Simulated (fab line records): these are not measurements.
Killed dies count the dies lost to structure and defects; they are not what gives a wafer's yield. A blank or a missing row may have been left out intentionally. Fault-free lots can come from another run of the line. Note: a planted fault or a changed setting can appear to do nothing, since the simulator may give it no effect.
A struck lot beside a sound one ; flow sky130 ; 44 steps out of a route of 708
Sound: these wafers, L340.1, L340.4, L340.5. The struck wafers were L351.2, L351.5, L351.6. The cause is named last.
For every step that has rows: the tool of each side, followed by ch and its chambers, followed by its first start. Under that, the readings that differ: sound wafers ; struck wafers ; difference of the means ; sigmas: that difference in standard deviations of wafers without a fault.
alike: words and numbers the same on both sides, and readings whose means are apart by under 2 such deviations; not compared: readings that were withheld, readings missing a value for some wafer, numbers with overlapping values and no deviation given by the record, and bounds like >300 which may hide the same value.
A row with sigmas, a row that says differs or no value, or rows on one side alone: a step with any of these is where the two part. Numbers that have no deviation but don't overlap get no sigmas and don't part them. A reading that every wafer of one side lacks parts them only if that side has two wafers or more.

first, 4 steps without rows for these wafers: SKY_LDD_LDN_SOFTBAKE_03 (time 60 s); SKY_LDD_LDN_EXPOSE_04 (exposes mask LDNTM, target cd 700 nm); SKY_LDD_LDN_PEB_05; SKY_LDD_LDN_DEVELOP_06 (develop time 60 s).
SKY_LDD_LDN_OVL_MEAS_07:
  sound on overlay-02 at day 23 05:28; struck on overlay-02 at day 27 04:19
  alike: LDD_LDN_OVL
then, 4 steps without rows for these wafers: SKY_LDD_LDN_IMPLANT_08; SKY_LDD_LDN_IMPLANT_09; SKY_LDD_LDN_IMPLANT_10; SKY_LDD_LDN_IMPLANT_11.
SKY_LDD_LDN_STRIP_12: strips in O2/N2.
  sound on plasma-asher-03 ch 1, day 23 06:06; struck on plasma-asher-02 ch 0,1, day 27 04:57
  alike: drypump-motor-current-A, oes-product-au, strip-time-to-endpoint-s
  not compared: rf-hours-counter-h
SKY_LDD_LDN_TW_MEAS_13:
  sound on film-metro-02 at day 23 06:12; struck on film-metro-01 at day 27 05:04
  alike: LDD_LDN_TW
then, 1 step without rows for these wafers: SKY_LDD_LDN_CLEAN_14 (cleans in SC1/SC2, time 150 s).
SKY_SPACER_CVD_00: deposits Si3N4 from DCS/NH3, target thk 43.1 nm, time 740 s.
  sound on lpcvd-02 ch 0, day 23 06:19; struck on lpcvd-02 ch 1, day 27 06:10
reading;sound;struck;difference;sigmas
model.Si3N4_of_SPACER_CVD_00.thk-nm (nm);42.77 42.86 42.45;39.99 39.68 39.65;-2.92;
  alike: susceptor-temp-C
SKY_SPACER_THK_MEAS_01:
  sound on film-metro-01 at day 23 08:07; struck on film-metro-03 at day 27 07:22
reading;sound;struck;difference;sigmas
SPACER_CVD_00_THK (nm);42.7 42.9 42.4;40.0 39.7 39.7;-2.9;-7
SKY_SPACER_ETCHBACK_02: etches Si3N4 in CH3F/O2, stops on SiO2, time 46.7 s, target depth 45 nm.
  sound on rie-diel-04 ch 1,2,3, day 23 08:11; struck on rie-diel-04 ch 1,2, day 27 07:25
reading;sound;struck;difference;sigmas
oes-product-au (a.u.);0.853 0.849 0.843;0.815 0.821 0.819;-0.030;-5
model.etch.depth-nm (nm);42.77 42.86 42.45;39.99 39.68 39.65;-2.92;
  alike: drypump-motor-current-A, rf-fwd-power-W, throttle-valve-pct
  not compared: rf-hours-counter-h
then, 8 steps without rows for these wafers: SKY_POLY_CUT_DEHYDRATE_00 (time 60 s); SKY_POLY_CUT_HMDS_01 (prime time 60 s); SKY_POLY_CUT_COAT_02 (resist thk 60 nm); SKY_POLY_CUT_COAT_03 (resist thk 450 nm); SKY_POLY_CUT_SOFTBAKE_04 (time 90 s); SKY_POLY_CUT_EXPOSE_05 (exposes mask NPCM, target cd 270 nm); SKY_POLY_CUT_PEB_06; SKY_POLY_CUT_DEVELOP_07 (develop time 60 s).
SKY_POLY_CUT_CD_MEAS_08: the cd target is 270 nm.
  sound on cd-sem-02 at day 24 14:30; struck on cd-sem-01 at day 28 11:34
  alike: cd-nm
SKY_POLY_CUT_OVL_MEAS_09:
  sound on overlay-02 at day 24 14:37; struck on overlay-02 at day 28 11:40
  alike: POLY_CUT_OVL
SKY_POLY_CUT_ETCH_10: etches BARC in N2/H2, stops on SiO2, time 45.9 s, target depth 60 nm.
  sound on rie-diel-03 ch 2,3, day 24 14:40; struck on rie-diel-01 ch 0,1,2, day 28 11:42
  alike: drypump-motor-current-A, oes-product-au, rf-fwd-power-W, throttle-valve-pct
  not compared: rf-hours-counter-h
SKY_POLY_CUT_ETCH_11: etches Si3N4 in CF4/CH2F2/Ar, stops on poly-Si, time 42.5 s, target depth 60 nm.
  sound on rie-diel-03 ch 2,3, day 24 14:42; struck on rie-diel-01 ch 0,1,2, day 28 11:44
  alike: drypump-motor-current-A, oes-product-au, rf-fwd-power-W, throttle-valve-pct
  not compared: rf-hours-counter-h
SKY_POLY_CUT_STRIP_12: strips in O2/N2.
  sound on plasma-asher-02 ch 0, day 24 14:44; struck on plasma-asher-02 ch 0,1, day 28 11:47
reading;sound;struck;difference;sigmas
strip-time-to-endpoint-s (s);5.356 5.374 5.353;5.326 5.313 5.316;-0.043;-3
  alike: drypump-motor-current-A, oes-product-au
  not compared: rf-hours-counter-h
then, 7 steps without rows for these wafers: SKY_SD_P_DEHYDRATE_00 (time 60 s); SKY_SD_P_HMDS_01 (prime time 60 s); SKY_SD_P_COAT_02 (resist thk 1140 nm); SKY_SD_P_SOFTBAKE_03 (time 60 s); SKY_SD_P_EXPOSE_04 (exposes mask PSDM, target cd 380 nm); SKY_SD_P_PEB_05; SKY_SD_P_DEVELOP_06 (develop time 60 s).
SKY_SD_P_CD_MEAS_07: the cd target is 380 nm.
  sound on cd-sem-02 at day 25 19:37; struck on cd-sem-02 at day 29 15:40
  alike: cd-nm
SKY_SD_P_OVL_MEAS_08:
  sound on overlay-02 at day 25 19:44; struck on overlay-02 at day 29 15:47
  alike: SD_P_OVL
following that, these wafers have no rows for 1 step: SKY_SD_P_IMPLANT_09.
SKY_SD_P_STRIP_10: strips in O2/N2.
  sound on plasma-asher-03 ch 0,1, day 25 19:55; struck on plasma-asher-03 ch 0,1, day 29 15:58
  alike: drypump-motor-current-A, oes-product-au, strip-time-to-endpoint-s
  not compared: rf-hours-counter-h
SKY_SD_P_TW_MEAS_11:
  sound on film-metro-01 at day 25 20:01; struck on film-metro-01 at day 29 16:04
  alike: SD_P_TW
then, 2 steps without rows for these wafers: SKY_RES_XHIGH_DEHYDRATE_00 (time 60 s); SKY_RES_XHIGH_HMDS_01 (prime time 60 s).
-- the record jumps here: 2 days lie between the struck wafers' starts before and after (it left off in module RES_XHIGH and takes up again in module SALICIDE, whose first step shown is number 361 of the route) --
SKY_SALICIDE_CLEAN_00: cleans in HF-last, time 30 s.
  sound on wet-bench-01 ch 0, day 28 07:13; struck on wet-bench-02 ch 1, day 32 01:23
reading;sound;struck;difference;sigmas
model.Si3N4_of_SPACER_CVD_00.thk-nm (nm);41.79 41.87 41.47;39.01 38.7 38.67;-2.92;
-- the record jumps here: 17 days lie between the struck wafers' starts before and after (it left off in module SALICIDE and takes up again in module PAD_OPEN, whose first step shown is number 708 of the route) --
SKY_PAD_OPEN_PROBE_99:
  sound on prober-02 at day 46 00:46; struck on prober-02 at day 48 16:38
reading;sound;struck;difference;sigmas
model.etest.pfet_01v8.r-on-ohm-um;2881 2895 2870;2743 2777 2732;-131;
model.etest.sonos-uncharged.r-on-ohm-um;780 802.5 783.7;773.1 767.5 766.3;-19.8;
model.etest.pfet_01v8.drive-ua-um;193.6 191.3 191.2;205.5 201.9 207.9;+13.1;
model.etest.sram-pfet-latch.drive-ua-um;142 139.3 148.5;151.8 156.7 153.7;+10.8;
model.etest.pfet_01v8_hvt.drive-ua-um;145 144.6 144.3;152.5 151.8 156.1;+8.8;
model.etest.pfet_01v8_hvt.off-log10-a-um;-13.24 -13.13 -13.11;-12.75 -12.88 -12.62;+0.41;
  alike: killed_at_M0_to_M3, killed_at_M4_up, killed-at-contacts, killed-at-front-end, killed-at-other, killed-dies, killed-open, killed-short

WHERE THEY PART
Earliest at SKY_SPACER_THK_MEAS_01; latest, in this record, at SKY_POLY_CUT_STRIP_12. Later steps at which nothing parts them and some readings are alike: SKY_SD_P_CD_MEAS_07, SKY_SD_P_OVL_MEAS_08, SKY_SD_P_STRIP_10, SKY_SD_P_TW_MEAS_11, SKY_PAD_OPEN_PROBE_99.

WHY: what had been put in by the simulator
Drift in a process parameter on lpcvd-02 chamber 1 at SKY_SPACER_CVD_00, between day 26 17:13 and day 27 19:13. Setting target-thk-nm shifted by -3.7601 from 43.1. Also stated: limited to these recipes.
